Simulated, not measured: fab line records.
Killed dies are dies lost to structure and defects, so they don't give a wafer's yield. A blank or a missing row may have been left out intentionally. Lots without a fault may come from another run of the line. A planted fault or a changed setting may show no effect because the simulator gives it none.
Struck lot and sound lot, side by side | flow sky130 | 22 out of 708 route steps
Sound: wafers L741.1, L741.2, L741.5. The struck wafers were L746.2, L746.4, L746.6. The cause is given at the end.
Each step with rows lists, per side, the tool, then ch with its chambers, then its first start. Under that, the readings that differ: sound wafers | struck wafers | difference of the means | sigmas: that difference in standard deviations of wafers without a fault.
alike: readings whose means differ by less than 2 such deviations, and words and numbers that are the same on both sides. not compared: withheld readings, readings that some wafer has no value for, bounds like >300 that may hide the same value, and numbers for which the record gives no deviation and whose values overlap.
A row with sigmas, a row that says differs or no value, or rows on one side alone: a step with any of these is where the two part. Numbers that have no deviation but don't overlap get no sigmas and don't part them. Lack of a reading on every wafer of one side parts them only where that side has two or more wafers.

SKY_METAL3_SPUTTER_00: material Ti, target thk 15 nm, time 10 s.
  sound on pvd sputter-04 at day 37 19:24; struck on pvd sputter-02 at day 39 05:25
  alike: throttle valve pct
SKY_METAL3_SPUTTER_01: material TiN, target thk 20 nm, time 16.7 s.
  sound on pvd sputter-04 at day 37 19:25; struck on pvd sputter-02 at day 39 05:26
  alike: throttle valve pct
then, 1 step without rows for these wafers: SKY_METAL3_SPUTTER_02 (material AlCu, target thk 735 nm, time 39.1 s).
SKY_METAL3_SPUTTER_03: material Ti, target thk 5 nm, time 3.3 s.
  sound on pvd sputter-04 at day 37 19:29; struck on pvd sputter-02 at day 39 05:29
  alike: throttle valve pct
SKY_METAL3_SPUTTER_04: material TiN, target thk 70 nm, time 58.3 s.
  sound on pvd sputter-04 at day 37 19:31; struck on pvd sputter-02 at day 39 05:31
  alike: throttle valve pct
SKY_CAPM_CVD_00: deposits SiO2, target thk 15.5 nm.
  sound on pecvd-02 ch 1,2, day 37 19:34; struck on pecvd-01 ch 0,2, day 39 05:34
  alike: heater power w
SKY_CAPM_THK_MEAS_01:
  sound on film metro-01 at day 37 19:35; struck on film metro-01 at day 39 05:35
  alike: CAPM_CVD_00_THK
then, 1 step without rows for these wafers: SKY_CAPM_SPUTTER_02 (material TiN, target thk 200 nm, time 166.7 s).
SKY_CAPM_RS_MEAS_03: a four-point-probe measurement.
  sound on film metro-01 at day 37 19:45; struck on film metro-01 at day 39 05:46
  alike: CAPM_TIN_RS
SKY_CAPM_THK_MEAS_04: measures by xrf.
  sound on film metro-01 at day 37 19:52; struck on film metro-01 at day 39 05:53
  alike: CAPM_TIN_THK
then, 2 steps without rows for these wafers: SKY_CAPM_DEHYDRATE_05 (time 60 s); SKY_CAPM_HMDS_06 (prime time 60 s).
SKY_CAPM_COAT_07: resist thk 1140 nm.
  sound on litho track-03 ch 0, day 38 08:36; struck on litho track-04 ch 0, day 39 18:13
  reading                                   | sound                | struck               | difference | sigmas
  spin speed rpm (rpm)                      | 3001.2 2999.8 2999.5 | 3275.7 3280.6 3279.2 | +278.3     | +99 or more
  model.NOVOLAK_of_CAPM_COAT_07.thk nm (nm) | 1138 1137 1138       | 1086 1088 1089       | -50        |
then, 4 steps without rows for these wafers: SKY_CAPM_SOFTBAKE_08 (time 60 s); SKY_CAPM_EXPOSE_09 (exposes mask CAPM, target cd 1000 nm); SKY_CAPM_PEB_10; SKY_CAPM_DEVELOP_11 (develop time 60 s).
SKY_CAPM_OVL_MEAS_12:
  sound on overlay-01 at day 38 21:14; struck on overlay-01 at day 40 06:00
  alike: CAPM_OVL
SKY_CAPM_METAL_ETCH_13: etches TiN in Cl2/BCl3, stops on SiO2, target depth 220 nm, time 62.9 s.
  sound on rie metal-03 ch 1, day 38 21:16; struck on rie metal-01 ch 0,1, day 40 06:02
  reading                                   | sound             | struck            | difference | sigmas
  model.NOVOLAK_of_CAPM_COAT_07.thk nm (nm) | 991.2 991.7 991.9 | 943.3 937.7 938.3 | -51.8      |
  alike: drypump motor current A, oes product au, throttle valve pct
  not compared: rf hours counter h
SKY_CAPM_STRIP_14: strips in O2/N2.
  sound on plasma asher-03 ch 0,1, day 38 21:25; struck on plasma asher-01 ch 0,1, day 40 06:06
  reading                      | sound             | struck            | difference | sigmas
  strip time to endpoint s (s) | 12.63 12.62 12.63 | 12.08 12.02 12.02 | -0.59      | -12
  alike: drypump motor current A, oes product au
  not compared: rf hours counter h
then, 1 step without rows for these wafers: SKY_CAPM_STRIP_15 (strips in post etch residue remover, time 1200 s).
SKY_PAD_OPEN_PROBE_99:
  the record has rows for the sound wafers here (prober-01, day 46 19:26) and none for the struck ones

== WHERE THEY PART ==
Last at SKY_PAD_OPEN_PROBE_99 as far as this record goes, first at SKY_CAPM_COAT_07.

WHY: the cause the simulator had injected
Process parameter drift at SKY_CAPM_COAT_07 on litho track-04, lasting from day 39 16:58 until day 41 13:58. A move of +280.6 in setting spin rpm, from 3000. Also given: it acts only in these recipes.
